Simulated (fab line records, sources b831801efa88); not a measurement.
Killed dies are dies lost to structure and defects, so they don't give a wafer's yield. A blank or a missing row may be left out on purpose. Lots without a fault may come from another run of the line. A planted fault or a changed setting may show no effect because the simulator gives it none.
fab line records | flow sfq_line
record lots=14 wafers=42 last_day=88
route steps=325 shown R5@212 M6@262 I6@277 M7@282
lots that met no fault: from a run of the same line without faults
start_h: hours from the record's first day to the start of the lot's first wafer shown | wait_h: hours since the lot's step before | " the same as in the row above | L1.1+2: a row that stands for several wafers | - no value, or no start given | * or withheld: withheld | < > ~ a bound
route shown NAME@n: a module of which the file shows steps, and the number in the route of the first | usual: mean/standard deviation of fault-free wafers | same: alike in all rows | chamber/n: place in a boat | sites: the reading at each site | _std_site: their standard deviation | _edge_site: outer sites' mean less inner sites' | radius_mm: how far each site lies from the wafer's centre | mask NAME#n: copy n | behind: the tool/chamber that last shaped the wafer | hold: why the lot was held/for how many hours/how that ended | device: the transistor (n, p or np) that didn't switch | end of line: the same wafers' tests at the end of the route | a step without rows: its recipe alone | killed: dies lost to structure and defects at the first sort, not the wafer's yield | map: a wafer's dies, x killed, . not, _ none there
set.NAME: the setting as run; set.NAME@STEP: as run at that earlier step | model.NAME: the simulator's own value behind a step, which no gauge read
steps of the route over a sample of lots; a table a step, a row a wafer
services: from which hour (start_h, from the record's first day; less than 0 if before it) a tool's chamber was out of use, for how many hours, and why
## steps
# step SFQ_TRILAYER_R5_DEP_SPUTTER_132
# recipe material=Ti base_pressure_pa=1.33e-06 target_thk_nm=5 power_w=2000 time_s=5 chamber_pressure_pa=0.4
# usual throttle_valve_pct=29.8/0.98
# same time_s=5
# columns lot.wafer tool chamber start_h wait_h throttle_valve_pct
L580.1 pvd_sputter-06 - 1426.43 1.0 30.9
L580.4 " - " " 30.5
L580.5 " - " " 30.5
L581.1 pvd_sputter-04 - 1435.43 1.0 29.5
L581.3 " - " " 30.7
L581.5 " - " " 29.5
L582.3 pvd_sputter-04 - 1438.43 0.6 29.6
L582.5 " - " " 27.7
L582.6 " - " " 29.7
L584.1 pvd_sputter-04 - 1441.43 1.0 30.9
L584.2 " - " " 29.7
L584.3 " - " " 29.5
L587.1 pvd_sputter-03 - 1555.92 1.0 28.9
L587.2 " - " " 29.2
L587.6 " - " " 30.2
L593.1 pvd_sputter-04 - 1577.05 1.0 27.3
L593.2 " - " " 30.7
L593.3 " - " " 29.7
L594.3 pvd_sputter-06 - 1577.66 0.6 30.4
L594.5 " - " " 31.0
L594.6 " - " " 30.5
L595.1 pvd_sputter-03 - 1587.85 1.0 29.2
L595.2 " - " " 28.9
L595.4 " - " " 30.6
L598.2 pvd_sputter-04 - 1639.80 0.8 29.2
L598.3 " - " " 27.4
L598.6 " - " " 29.6
L599.3 pvd_sputter-03 - 1659.00 0.6 29.0
L599.5 " - " " 29.2
L599.6 " - " " 29.1
L600.1 pvd_sputter-03 - 1671.01 1.0 30.3
L600.2 " - " " 29.0
L600.5 " - " " 29.2
L601.2 pvd_sputter-06 - 1683.00 0.8 30.5
L601.3 " - " " 31.0
L601.6 " - " " 30.3
L602.1 pvd_sputter-04 - 1685.18 1.0 29.7
L602.2 " - " " 27.5
L602.4 " - " " 30.7
L603.1 pvd_sputter-06 - 1790.87 1.0 30.2
L603.2 " - " " 30.8
L603.5 " - " " 31.3
# step SFQ_TRILAYER_M6_BARC_OPEN_METAL_ETCH_206
# recipe mask_material=PR chemistry=O2 target_depth_nm=125 target=BARC icp_w=600 bias_w=80 pressure_mtorr=10 time_s=41.7
# usual drypump_motor_current_A=5.9/0.32 oes_product_au=0.685/0.0043 run_length_s=69.9/0.39
# columns lot.wafer tool chamber start_h wait_h drypump_motor_current_A oes_product_au rf_hours_counter_h run_length_s
L580.1 rie_metal-02 1 1794.70 0.0 5.4 0.681 63 69.8
L580.4 " 1 " " 5.4 0.686 - 70.2
L580.5 " 0 " " 5.7 0.688 - 69.7
L581.1 rie_metal-02 0 1799.50 0.0 5.7 0.685 13 69.9
L581.3 " 0 " " 5.7 0.677 - 69.9
L581.5 " 0 " " 5.7 0.684 - 70.2
L582.3 rie_metal-02 0 1804.31 0.0 5.7 0.689 - 70.1
L582.5 " 1 " " 5.4 0.688 - 69.8
L582.6 " 0 " " 5.7 0.691 - 69.7
L584.1 rie_metal-02 1 1809.10 0.0 5.4 0.771 65 64.2
L584.2 " 0 " " 5.7 0.679 14 70.0
L584.3 " 0 " " 5.7 0.762 - 64.1
L587.1 rie_metal-02 1 1819.90 0.0 5.4 0.765 67 64.0
L587.2 " 0 " " 5.7 0.688 16 69.7
L587.6 " 1 " " 5.4 0.768 - 64.2
L593.1 rie_metal-03 0 1829.50 0.0 6.4 0.683 42 70.1
L593.2 " 1 " " 6.0 0.683 107 69.6
L593.3 " 1 " " 6.0 0.684 - 69.5
L594.3 rie_metal-03 1 1831.91 0.0 6.0 0.687 - 69.2
L594.5 " 1 " " 6.0 0.685 - 69.3
L594.6 " 0 " " 6.5 0.678 - 70.3
L595.1 rie_metal-04 1 1836.70 0.0 5.9 0.690 134 69.4
L595.2 " 0 " " 5.8 0.684 0 69.8
L595.4 " 0 " " 5.8 0.687 - 69.8
L598.2 rie_metal-04 1 1882.38 0.0 5.9 0.680 1 69.7
L598.3 " 1 " " 5.9 0.689 - 69.7
L598.6 " 0 " " 5.8 0.686 - 69.4
L599.3 rie_metal-04 0 1887.20 0.0 5.8 0.676 - 69.7
L599.5 " 1 " " 5.9 0.687 - 69.8
L599.6 " 0 " " 5.8 0.683 - 69.9
L600.1 rie_metal-04 0 1907.75 0.0 5.8 0.687 9 69.8
L600.2 " 1 " " 5.9 0.681 4 69.5
L600.5 " 0 " " 5.8 0.685 - 69.7
L601.2 rie_metal-02 1 1919.15 0.0 5.4 0.694 81 69.9
L601.3 " 0 " " 5.7 0.683 - 69.8
L601.6 " 1 " " 5.4 0.686 - 70.3
L602.1 rie_metal-04 1 1920.35 0.0 5.9 0.683 6 69.8
L602.2 " 0 " " 5.8 0.691 11 69.7
L602.4 " 1 " " 5.9 0.686 - 69.4
L603.1 rie_metal-03 0 1956.97 0.0 6.4 0.691 65 70.7
L603.2 " 1 " " 6.0 0.690 6 69.3
L603.5 " 1 " " 6.0 0.681 - 69.8
# step SFQ_TRILAYER_I6_VIA_BARC_OPEN_VIA_ETCH_235
# recipe mask_material=PR chemistry=O2 target_depth_nm=125 target=BARC source_w=500 bias_w=80 pressure_mtorr=30 time_s=41.7
# usual drypump_motor_current_A=5.8/0.7 oes_product_au=0.686/0.005 run_length_s=70.0/0.35
# same time_s=41.7
# columns lot.wafer tool chamber start_h wait_h drypump_motor_current_A oes_product_au rf_hours_counter_h run_length_s
L580.1 rie_diel-04 0 1809.20 0.0 5.3 0.686 19 70.1
L580.4 " 2 " " 5.5 0.686 14 69.9
L580.5 " 1 " " 5.3 0.680 - 69.8
L581.1 rie_diel-01 0 1814.44 0.0 5.3 0.691 4 70.3
L581.3 " 2 " " 6.8 0.684 15 69.6
L581.5 " 1 " " 4.8 0.697 - 70.4
L582.3 rie_diel-04 2 1818.79 0.0 5.5 0.688 14 70.0
L582.5 " 3 " " 6.6 0.687 - 70.7
L582.6 " 2 " " 5.5 0.684 - 70.1
L584.1 rie_diel-03 3 1823.59 0.0 5.9 0.690 15 70.2
L584.2 " 0 " " 6.3 0.676 3 69.6
L584.3 " 2 " " 5.3 0.685 18 70.2
L587.1 rie_diel-04 0 1833.19 0.0 5.4 0.693 20 69.8
L587.2 " 1 " " 5.3 0.691 20 70.1
L587.6 " 0 " " 5.4 0.684 - 69.7
L593.1 rie_diel-01 2 1935.77 0.0 6.7 0.689 16 69.7
L593.2 " 1 " " 4.8 0.682 12 70.5
L593.3 " 3 " " 6.7 0.690 1 69.5
L594.3 rie_diel-03 3 1941.77 0.0 5.9 0.698 17 70.1
L594.5 " 1 " " 6.5 0.683 - 69.9
L594.6 " 2 " " 5.3 0.668 - 70.0
L595.1 rie_diel-01 0 1947.73 0.0 5.3 0.690 5 70.3
L595.2 " 3 " " 6.7 0.685 2 69.8
L595.4 " 0 " " 5.3 0.683 - 70.1
L598.2 rie_diel-03 2 1974.97 0.0 5.3 0.687 21 70.3
L598.3 " 3 " " 5.9 0.678 17 70.0
L598.6 " 3 " " 5.9 0.686 - 69.8
L599.3 rie_diel-04 0 1978.57 0.0 5.4 0.689 1 69.9
L599.5 " 1 " " 5.3 0.681 - 69.7
L599.6 " 2 " " 5.5 0.689 - 70.1
L600.1 rie_diel-01 1 1983.37 0.0 4.8 0.687 12 70.4
L600.2 " 3 " " 6.8 0.683 2 69.4
L600.5 " 0 " " 5.2 0.686 - 69.9
L601.2 rie_diel-03 3 1989.37 0.0 5.9 0.683 17 69.8
L601.3 " 0 " " 6.3 0.693 6 69.5
L601.6 " 3 " " 5.9 0.684 - 70.0
L602.1 rie_diel-04 2 1990.57 0.0 5.5 0.691 17 70.1
L602.2 " 3 " " 6.7 0.687 5 70.5
L602.4 " 1 " " 5.3 0.685 1 69.9
L603.1 rie_diel-04 2 2033.44 0.0 5.5 0.691 18 69.9
L603.2 " 1 " " 5.3 0.689 1 69.7
L603.5 " 3 " " 6.6 0.688 - 70.7
# step SFQ_TRILAYER_M7_DEP_SPUTTER_175
# recipe material=Nb base_pressure_pa=1.33e-06 chamber_pressure_pa=0.1333 substrate_temp_c=20 target_thk_nm=200 power_w=2000 time_s=133.3
# usual throttle_valve_pct=29.8/1
# same time_s=133.3
# columns lot.wafer tool chamber start_h wait_h throttle_valve_pct
L580.1 pvd_sputter-06 - 1810.75 0.0 30.2
L580.4 " - " " 30.4
L580.5 " - " " 31.0
L581.1 pvd_sputter-05 - 1815.40 0.0 28.2
L581.3 " - " " 29.9
L581.5 " - " " 29.4
L582.3 pvd_sputter-04 - 1820.35 0.0 29.6
L582.5 " - " " 30.8
L582.6 " - " " 29.3
L584.1 pvd_sputter-06 - 1824.55 0.0 30.5
L584.2 " - " " 30.2
L584.3 " - " " 31.2
L587.1 pvd_sputter-04 - 1834.75 0.0 29.6
L587.2 " - " " 27.3
L587.6 " - " " 29.5
L593.1 pvd_sputter-06 - 1936.72 0.0 30.8
L593.2 " - " " 30.3
L593.3 " - " " 31.0
L594.3 pvd_sputter-04 - 1942.72 0.0 30.7
L594.5 " - " " 27.5
L594.6 " - " " 29.5
L595.1 pvd_sputter-06 - 1948.69 0.0 30.6
L595.2 " - " " 31.1
L595.4 " - " " 30.8
L598.2 pvd_sputter-05 - 1975.93 0.0 28.6
L598.3 " - " " 29.9
L598.6 " - " " 28.3
L599.3 pvd_sputter-06 - 1979.53 0.0 30.4
L599.5 " - " " 30.9
L599.6 " - " " 30.5
L600.1 pvd_sputter-05 - 1984.33 0.0 30.5
L600.2 " - " " 29.8
L600.5 " - " " 28.5
L601.2 pvd_sputter-05 - 1990.51 0.0 28.5
L601.3 " - " " 29.4
L601.6 " - " " 30.3
L602.1 pvd_sputter-06 - 1991.53 0.0 30.4
L602.2 " - " " 31.1
L602.4 " - " " 31.0
L603.1 pvd_sputter-05 - 2034.40 0.0 30.6
L603.2 " - " " 29.9
L603.5 " - " " 29.9
## services
# columns tool chamber start_h hours kind
rie_metal-02 0 1404.21 4.0 repair
rie_metal-02 - 1415.92 28.1 pm
rie_diel-04 3 1482.71 3.0 repair
pvd_sputter-04 - 1491.76 8.8 repair
rie_diel-04 2 1520.12 3.4 repair
rie_diel-04 0 1522.65 16.6 repair
rie_diel-04 3 1524.35 1.8 repair
rie_metal-02 - 1529.40 0.8 repair
rie_diel-04 2 1583.18 6.8 repair
rie_metal-02 - 1632.35 2.8 pm
pvd_sputter-04 - 1646.35 2.5 repair
rie_metal-02 1 1674.84 10.0 repair
rie_diel-04 0 1716.97 6.8 repair
rie_diel-04 3 1727.62 22.0 repair
rie_diel-04 - 1776.47 2.8 pm
rie_diel-04 1 1798.58 10.6 repair
rie_diel-04 1 1821.77 6.1 repair
pvd_sputter-06 - 1841.00 7.9 repair
pvd_sputter-06 - 1857.66 29.5 repair
rie_diel-04 0 1869.73 4.6 repair
pvd_sputter-06 - 1895.06 9.8 repair
rie_metal-02 1 1943.80 9.8 repair
rie_diel-04 0 1982.87 3.7 repair
pvd_sputter-04 - 2001.60 1.7 repair
## key
first_sign step=SFQ_TRILAYER_M6_BARC_OPEN_METAL_ETCH_206 reading=oes_product_au direction=up sigmas=19 usual=0.685 struck=0.766
effect step=SFQ_TRILAYER_M6_BARC_OPEN_METAL_ETCH_206 reading=run_length_s direction=down sigmas=15 usual=* struck=*
met_at SFQ_TRILAYER_M6_BARC_OPEN_METAL_ETCH_206
struck_lots L584,L587
struck_wafers L584.1,L584.3,L587.1,L587.6
not_acting_at SFQ_TRILAYER_R5_DEP_SPUTTER_132,SFQ_TRILAYER_I6_VIA_BARC_OPEN_VIA_ETCH_235,SFQ_TRILAYER_M7_DEP_SPUTTER_175
onset_between 1804.31 1809.10
fault kind=process_parameter_drift tool=rie_metal-02 chamber=- onset_h=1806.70 steps=SFQ_TRILAYER_M6_BARC_OPEN_METAL_ETCH_206 channel=time_s offset=* shape=step end_h=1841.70 scope=struck_wafers_only acts_in=* stated=*
